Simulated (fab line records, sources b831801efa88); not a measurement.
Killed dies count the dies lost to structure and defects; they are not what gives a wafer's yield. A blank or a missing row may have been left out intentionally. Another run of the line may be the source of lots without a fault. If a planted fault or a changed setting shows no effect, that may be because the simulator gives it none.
A struck lot beside a sound one	flow sky130	15 steps out of a route of 708
Sound: these wafers, L572.1, L572.5, L572.6. The struck wafers were L564.1, L564.4, L564.5. Last of all comes the cause.
Each step with rows lists, per side, the tool, then ch with its chambers, then its first start. Under that, the readings that differ: sound wafers	struck wafers	difference of the means	sigmas: that difference in standard deviations of wafers without a fault.
alike: readings with means less than 2 such deviations apart, plus words and numbers identical on both sides. not compared: withheld readings, readings lacking a value on some wafer, bounds such as >300 that could conceal the same value, and numbers that have no deviation in the record and whose values overlap.
The two part at a step that has a row with sigmas, a row that says differs or no value, or rows on one side only. Non-overlapping numbers with no deviation appear without sigmas and do not part them. A reading that every wafer of one side lacks parts them only if that side has two wafers or more.

first, 1 step without rows for these wafers: SKY_VT_ADJUST_PCH_IMPLANT_08.
SKY_VT_ADJUST_PCH_STRIP_09: strips in O2/N2.
  sound on plasma asher-04 ch 0,1, day 16 09:01; struck on plasma asher-01 ch 1, day 13 18:06
  alike: drypump motor current A, oes product au, strip time to endpoint s
  not compared: rf hours counter h
SKY_VT_ADJUST_PCH_TW_MEAS_10:
  struck on film metro-02, day 13 18:12; sound on film metro-02, day 16 09:07
  alike: VT_ADJUST_PCH_TW
then, 7 steps without rows for these wafers: SKY_SONOS_TUNNEL_DEHYDRATE_00 (time 60 s); SKY_SONOS_TUNNEL_HMDS_01 (prime time 60 s); SKY_SONOS_TUNNEL_COAT_02 (resist thk 1140 nm); SKY_SONOS_TUNNEL_SOFTBAKE_03 (time 60 s); SKY_SONOS_TUNNEL_EXPOSE_04 (exposes mask TUNM, target cd 410 nm); SKY_SONOS_TUNNEL_PEB_05; SKY_SONOS_TUNNEL_DEVELOP_06 (develop time 60 s).
SKY_SONOS_TUNNEL_CD_MEAS_07 targets a cd of 410 nm.
  struck on cd sem-01, day 14 20:49; sound on cd sem-01, day 17 13:25
reading	sound	struck	difference	sigmas
cd nm (nm)	408.8 406.7 408.5	413.1 411.7 414.0	+4.9	+2
SKY_SONOS_TUNNEL_OVL_MEAS_08:
  struck on overlay-02, day 14 20:56; sound on overlay-01, day 17 13:32
  alike: SONOS_TUNNEL_OVL
SKY_SONOS_TUNNEL_IMPLANT_09:
  sound on implanter-03 ch 0, day 17 13:34; struck on implanter-03 ch 0, day 14 20:58
reading	sound	struck	difference	sigmas
beam energy keV	20.007 20.007 19.998	22.515 22.517 22.523	+2.514	+99 or more
model.implant.rp nm (nm)	64.3 64.3 64.3	73.28 73.28 73.28	+8.98	
model.implant.drp nm (nm)	28.34 28.34 28.34	31.59 31.59 31.59	+3.25	
then, 1 step without rows for these wafers: SKY_SONOS_TUNNEL_WET_ETCH_10 (etches SiO2 in dHF, target depth 14 nm, time 280 s).
-- record jumps: 33 days separate the struck wafers' starts on either side; left off in module SONOS_TUNNEL, taken up again in module PAD_OPEN, whose first shown step is the route's number 708 --
SKY_PAD_OPEN_PROBE_99:
  the record has rows for the struck wafers here (prober-02, day 48 08:39) and none for the sound ones

## WHERE THEY PART
At SKY_SONOS_TUNNEL_CD_MEAS_07 first; at SKY_PAD_OPEN_PROBE_99 last (within this record only).

WHY: the cause the simulator had injected
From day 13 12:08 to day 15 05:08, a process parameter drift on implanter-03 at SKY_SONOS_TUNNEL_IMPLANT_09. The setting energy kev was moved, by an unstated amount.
